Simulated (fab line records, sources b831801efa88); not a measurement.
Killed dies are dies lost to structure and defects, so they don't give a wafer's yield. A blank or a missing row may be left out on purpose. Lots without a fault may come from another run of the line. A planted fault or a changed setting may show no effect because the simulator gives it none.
Which tool did it? | flow sky130 | 12 lots, 36 wafers sampled, at 6 steps of a route of 708

WHAT THE GAUGES READ, wafer by wafer
SKY_LI_CONTACT_BOW_MEAS_03.
lot  | measured     | on            | LI_CONTACT_BOW (um)
L865 | day 28 01:59 | film_metro-04 | 58 57 44
L867 | day 28 19:19 | film_metro-04 | 59 51 55
L869 | day 30 04:35 | film_metro-03 | 66 63 67
L870 | day 30 15:38 | film_metro-03 | 45 60 56
L875 | day 31 21:23 | film_metro-03 | 51 56 47
L874 | day 32 02:59 | film_metro-03 | 54 57 55
L876 | day 32 04:05 | film_metro-03 | 48 46 53
L880 | day 33 15:14 | film_metro-02 | 70 61 77
L881 | day 33 19:50 | film_metro-04 | 76 80 73
L886 | day 35 09:20 | film_metro-04 | 58 69 54
L887 | day 35 09:38 | film_metro-04 | 51 59 53
L888 | day 35 10:02 | film_metro-04 | 49 73 61

SKY_LOCAL_INTERCONNECT_RS_MEAS_01: measures by four-point-probe.
lot  | measured     | on            | LOCAL_INTERCONNECT_TIN_RS (ohm/sq)
L865 | day 29 07:31 | film_metro-01 | 14.16 14.10 14.30
L867 | day 30 01:35 | film_metro-03 | 13.82 13.88 13.73
L869 | day 31 10:04 | film_metro-03 | 14.26 14.20 14.28
L870 | day 31 21:01 | film_metro-01 | 14.04 14.11 14.04
L875 | day 33 02:10 | film_metro-04 | 14.05 14.11 14.19
L874 | day 33 07:59 | film_metro-03 | 14.34 14.25 14.35
L876 | day 33 09:16 | film_metro-01 | 14.22 14.05 14.05
L886 | day 36 12:40 | film_metro-03 | 13.74 13.86 13.92
L887 | day 36 13:28 | film_metro-01 | 14.26 14.27 14.41
L888 | day 36 14:41 | film_metro-04 | 14.26 14.20 14.27

SKY_CONTACT_OVL_MEAS_15.
lot  | measured     | on         | CONTACT_OVL (nm)
L865 | day 31 17:18 | overlay-02 | 13 7 7
L867 | day 32 10:25 | overlay-01 | 7 6 1
L869 | day 33 19:05 | overlay-02 | 4 4 -9
L870 | day 34 03:43 | overlay-01 | 9 1 -15
L875 | day 35 08:10 | overlay-02 | -1 4 2
L874 | day 35 11:23 | overlay-02 | 12 9 3
L876 | day 35 15:13 | overlay-02 | -7 -2 -2
L886 | day 38 18:36 | overlay-02 | 0 3 -3
L887 | day 38 18:50 | overlay-02 | 0 -3 -4
L888 | day 38 20:52 | overlay-02 | -2 -6 5

WHICH TOOL RAN EACH LOT (tool, then ch and the chambers of the sampled wafers, then the start)
lot  | SKY_LI_CONTACT_CMP_02         | SKY_LI_CONTACT_ETCH_15             | SKY_CONTACT_SOFTBAKE_10
L865 | cmp-01 ch 1,2,3, day 28 01:41 | rie_diel-03 ch 0,2,3, day 29 06:20 | litho_track-03 ch 0, day 31 17:18 or earlier
L867 | cmp-02 ch 0,1,3, day 28 19:04 | rie_diel-02 ch 0,2,3, day 30 00:25 | litho_track-04 ch 0, day 32 10:25 or earlier
L869 | cmp-02 ch 0,1, day 30 04:17   | rie_diel-04 ch 0,1,2, day 31 08:53 | litho_track-03 ch 0, day 33 19:05 or earlier
L870 | cmp-01 ch 0,1, day 30 15:17   | rie_diel-02 ch 0,1,2, day 31 19:47 | litho_track-01 ch 0, day 34 03:43 or earlier
L875 | cmp-02 ch 1,2, day 31 21:08   | rie_diel-03 ch 1,3, day 33 00:59   | litho_track-03 ch 0, day 35 08:10 or earlier
L874 | cmp-02 ch 0,2,3, day 32 02:47 | rie_diel-03 ch 1,2,3, day 33 06:38 | litho_track-01 ch 0, day 35 11:23 or earlier
L876 | cmp-02 ch 0,2,3, day 32 03:48 | rie_diel-02 ch 0,1,3, day 33 08:02 | litho_track-01 ch 0, day 35 15:13 or earlier
L880 | cmp-02 ch 0,3, day 33 14:59   | rie_diel-03 ch 0,2,3, day 34 17:40 | -
L881 | cmp-02 ch 1,2, day 33 19:31   | rie_diel-02 ch 0,1,3, day 34 22:20 | -
L886 | cmp-02 ch 0,1,2, day 35 09:05 | rie_diel-02 ch 0,3, day 36 11:29   | litho_track-04 ch 0, day 38 18:36 or earlier
L887 | cmp-01 ch 0,3, day 35 09:23   | rie_diel-04 ch 2,3, day 36 12:07   | litho_track-04 ch 0, day 38 18:50 or earlier
L888 | cmp-02 ch 0,2,3, day 35 09:52 | rie_diel-03 ch 0,1, day 36 13:08   | litho_track-03 ch 0, day 38 20:52 or earlier
- SKY_LI_CONTACT_CMP_02: polishes PSG.
- SKY_LI_CONTACT_ETCH_15: etches PSG in C4F8/O2/Ar, stops on Si, target depth 600 nm.
- SKY_CONTACT_SOFTBAKE_10: time 93.48 s.

WHAT THE TOOLS THEMSELVES READ (means of the sampled wafers that have a number; where no wafer has one, the mark that the record gives instead)
SKY_LI_CONTACT_CMP_02.
lot  | tool   | edge_zone_pressure_frac | head_pressure_psi (psi) | motor_current_A (A) | time_to_endpoint_s (s)
L865 | cmp-01 | 0.999                   | 4.000                   | 10.3                | 34.3
L867 | cmp-02 | 1.003                   | 4.001                   | 11.7                | 31.7
L869 | cmp-02 | 1.000                   | 3.995                   | 11.9                | 31.6
L870 | cmp-01 | 0.999                   | 4.003                   | 12.4                | 34.3
L875 | cmp-02 | 1.002                   | 3.999                   | 11.6                | 31.9
L874 | cmp-02 | 1.001                   | 3.997                   | 11.9                | 34.1
L876 | cmp-02 | 1.000                   | 3.997                   | 11.5                | 31.3
L880 | cmp-02 | -                       | -                       | -                   | -
L881 | cmp-02 | -                       | -                       | -                   | -
L886 | cmp-02 | 1.001                   | 4.003                   | 11.9                | 31.9
L887 | cmp-01 | 0.998                   | 4.003                   | 11.4                | 36.6
L888 | cmp-02 | 1.002                   | 3.999                   | 11.7                | 30.3

SKY_LI_CONTACT_ETCH_15.
lot  | tool        | oes_product_au (a.u.)
L865 | rie_diel-03 | 0.840
L867 | rie_diel-02 | 0.837
L869 | rie_diel-04 | 0.839
L870 | rie_diel-02 | 0.838
L875 | rie_diel-03 | 0.841
L874 | rie_diel-03 | 0.836
L876 | rie_diel-02 | 0.843
L880 | rie_diel-03 | 1.636
L881 | rie_diel-02 | 1.614
L886 | rie_diel-02 | 0.839
L887 | rie_diel-04 | 0.837
L888 | rie_diel-03 | 0.838

SKY_CONTACT_SOFTBAKE_10.
lot  | tool           | heater_power_total_W (W) | plate_sensor_t_centre_C (C) | plate_sensor_t_edge_C (C)
L865 | litho_track-03 | 57.31                    | 100.89                      | 100.96
L867 | litho_track-04 | 57.34                    | 100.87                      | 100.96
L869 | litho_track-03 | 57.35                    | 100.87                      | 100.96
L870 | litho_track-01 | 57.26                    | 100.89                      | 100.95
L875 | litho_track-03 | 57.24                    | 100.88                      | 100.96
L874 | litho_track-01 | 57.45                    | 100.89                      | 100.96
L876 | litho_track-01 | 57.06                    | 100.88                      | 100.94
L886 | litho_track-04 | 57.14                    | 100.88                      | 100.96
L887 | litho_track-04 | 57.20                    | 100.88                      | 100.95
L888 | litho_track-03 | 57.35                    | 100.89                      | 100.96

THE ANSWER, worked out from the rows above alone
Rule: what is usual is taken from the lots themselves. Put in order of their means at a reading, lots are off if they are a third of the lots or fewer, leave a main group of 4 or more, and stand apart from it by a gap of 3 or more times the standard deviation of the main group's means; of several such gaps the widest counts. A main group whose means are all the same, to the digits that the tables above print for the reading, isn't used. A lot without any number at a reading at which 4 lots or more have one is off too. The other lots that the step has rows for count as sound. The gauges are gone through in route order, then the tools' own readings, and for those a lot's mean is taken as printed above. The first step at which some lot is off is used, and at that step the reading that is off furthest; a lot without a number counts as furthest.
Off: L880, L881, at SKY_LI_CONTACT_CMP_02 (edge_zone_pressure_frac). Without a number there: L880, L881. The main group: mean 1.000, standard deviation 0.0015.
A tool fits if, at that step or a process step before it, it ran every lot that is off, and no sound lot after the first of them. None of those tried fits.

WHAT THE SIMULATOR HAD PUT IN
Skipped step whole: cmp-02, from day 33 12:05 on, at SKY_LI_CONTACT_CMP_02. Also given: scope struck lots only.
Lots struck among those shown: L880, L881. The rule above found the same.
